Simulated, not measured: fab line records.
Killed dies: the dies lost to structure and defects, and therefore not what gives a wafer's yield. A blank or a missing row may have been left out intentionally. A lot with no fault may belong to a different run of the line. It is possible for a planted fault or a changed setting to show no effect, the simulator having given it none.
Which tool was responsible?	flow gf180mcu	11 lots with 33 wafers sampled at 5 steps, on a route of 602 steps

## WHAT THE GAUGES READ, wafer by wafer
GF_M1_OVL_MEAS_15. Usual: for M1_OVL the level is -1 nm and the standard deviation is 5.1.
lot	measured	on	M1_OVL (nm)	flag
L646	day 17 01:11	overlay-02	-3 -3 -2	
L647	day 17 07:53	overlay-02	2 12 -8	
L648	day 17 20:53	overlay-01	-2 0 10	
L649	day 18 12:41	overlay-02	-11 -1 -1	
L659	day 22 03:22	overlay-02	-2 -10 1	
L660	day 22 08:28	overlay-01	-7 -2 -7	
L662	day 23 04:31	overlay-01	4 3 4	
L664	day 23 15:39	overlay-02	5 10 4	
L667	day 24 18:26	overlay-01	4 7 -3	
L668	day 24 23:50	overlay-01	-5 0 1	
L669	day 25 03:59	overlay-02	-2 0 -2	

GF_V1_OVL_MEAS_15. Usual: for V1_OVL the level is -2 nm and the standard deviation is 5.4.
lot	measured	on	V1_OVL (nm)	flag
L646	day 18 02:13	overlay-02	1 2 -10	
L647	day 18 08:05	overlay-01	-11 5 -3	
L648	day 18 22:22	overlay-01	1 -5 1	
L649	day 19 14:35	overlay-01	2 1 5	
L659	day 23 04:05	overlay-01	-4 -9 -10	
L660	day 23 08:37	overlay-02	-5 -9 -5	
L662	day 24 04:44	overlay-01	10 12 4	
L664	day 24 15:11	overlay-01	10 -2 1	
L667	day 25 18:02	overlay-02	-17 -9 -10	
L668	day 25 22:01	overlay-02	-5 -6 -1	
L669	day 26 02:50	overlay-02	-16 -10 -4	

GF_V1_RS_MEAS_24: measures by four-point-probe. Usual: for V1_W_RS the level is 0.324 ohm/sq and the standard deviation is 0.0057.
lot	measured	on	V1_W_RS (ohm/sq)	flag
L646	day 18 03:10	film metro-04	0.331 0.331 0.323	
L647	day 18 09:06	film metro-02	0.331 0.332 0.321	
L648	day 18 23:17	film metro-02	0.319 0.326 0.327	
L649	day 19 15:29	film metro-04	0.335 0.325 0.321	
L659	day 23 05:01	film metro-04	0.465 0.327 0.327	OFF
L660	day 23 09:35	film metro-02	0.329 0.329 0.330	
L662	day 24 05:39	film metro-02	0.312 0.317 0.312	
L664	day 24 16:10	film metro-03	0.313 0.321 0.318	
L667	day 25 18:58	film metro-04	0.315 0.318 0.316	
L668	day 25 22:58	film metro-02	0.331 0.333 0.329	
L669	day 26 03:45	film metro-03	0.314 0.313 0.317	

GF_V1_THK_MEAS_25: measures by xrf. Usual: for V1_W_THK the level is 362 nm and the standard deviation is 7.6.
lot	measured	on	V1_W_THK (nm)	flag
L646	day 18 03:16	film metro-04	354 352 361	
L647	day 18 09:12	film metro-02	351 351 363	
L648	day 18 23:25	film metro-02	364 357 357	
L649	day 19 15:37	film metro-04	352 359 364	
L659	day 23 05:08	film metro-04	253 362 360	OFF
L660	day 23 09:42	film metro-02	358 359 355	
L662	day 24 05:46	film metro-02	376 367 373	
L664	day 24 16:16	film metro-03	376 371 373	
L667	day 25 19:04	film metro-04	373 369 371	
L668	day 25 23:03	film metro-02	350 349 353	
L669	day 26 03:52	film metro-03	380 382 378	

## WHICH TOOL RAN EACH LOT (tool, then ch and the chambers of the sampled wafers, then the start)
lot	GF_V1_CVD_23
L646	cvd w-02 ch 0,1, day 18 03:02
L647	cvd w-01 ch 0,1, day 18 08:59
L648	cvd w-02 ch 0,1, day 18 23:11
L649	cvd w-01 ch 0,1, day 19 15:23
L659	cvd w-02 ch 0,1, day 23 04:55
L660	cvd w-01 ch 0, day 23 09:28
L662	cvd w-01 ch 0,1, day 24 05:32
L664	cvd w-01 ch 0,1, day 24 16:03
L667	cvd w-01 ch 0,1, day 25 18:50
L668	cvd w-02 ch 0,1, day 25 22:50
L669	cvd w-01 ch 0,1, day 26 03:37
- GF_V1_CVD_23: deposits W, target thk 350 nm, time 105.05 s.

## WHAT THE TOOLS THEMSELVES READ (means of the sampled wafers that have a number; where no wafer has one, the mark that the record gives instead)
GF_V1_CVD_23. Usual: heater power outer w 567 W, standard deviation 50; heater power w 920 W, standard deviation 65.
lot	tool	heater power outer w (W)	heater power w (W)	flag
L646	cvd w-02	566	928	
L647	cvd w-01	586	945	
L648	cvd w-02	560	915	
L649	cvd w-01	552	896	
L659	cvd w-02	552	906	
L660	cvd w-01	629	1009	
L662	cvd w-01	599	964	
L664	cvd w-01	555	906	
L667	cvd w-01	590	956	
L668	cvd w-02	556	923	
L669	cvd w-01	603	968	

## THE ANSWER, worked out from the rows above alone
Rule: take the mean of a lot's wafers that have a number; if it is more than 3 standard deviations from the usual mean, the lot is off. A lot without any number at a reading at which 4 lots or more have one is off too. Where the step has rows for the other lots, those lots are counted as sound. After the gauges, taken in route order, come the tools' own readings; for these a lot's mean is taken, as printed above. At the first step where some lot is off, the reading lying furthest off is the one used; lots without a number count as furthest.
Off: at GF_V1_RS_MEAS_24 (V1_W_RS), L659.
A tool fits if, at a process step before that reading, it ran every lot that is off, and no sound lot after the first of them. The gauges at GF_V1_RS_MEAS_24 are tried like those tools. None of those tried fits.

## WHAT THE SIMULATOR PUT IN
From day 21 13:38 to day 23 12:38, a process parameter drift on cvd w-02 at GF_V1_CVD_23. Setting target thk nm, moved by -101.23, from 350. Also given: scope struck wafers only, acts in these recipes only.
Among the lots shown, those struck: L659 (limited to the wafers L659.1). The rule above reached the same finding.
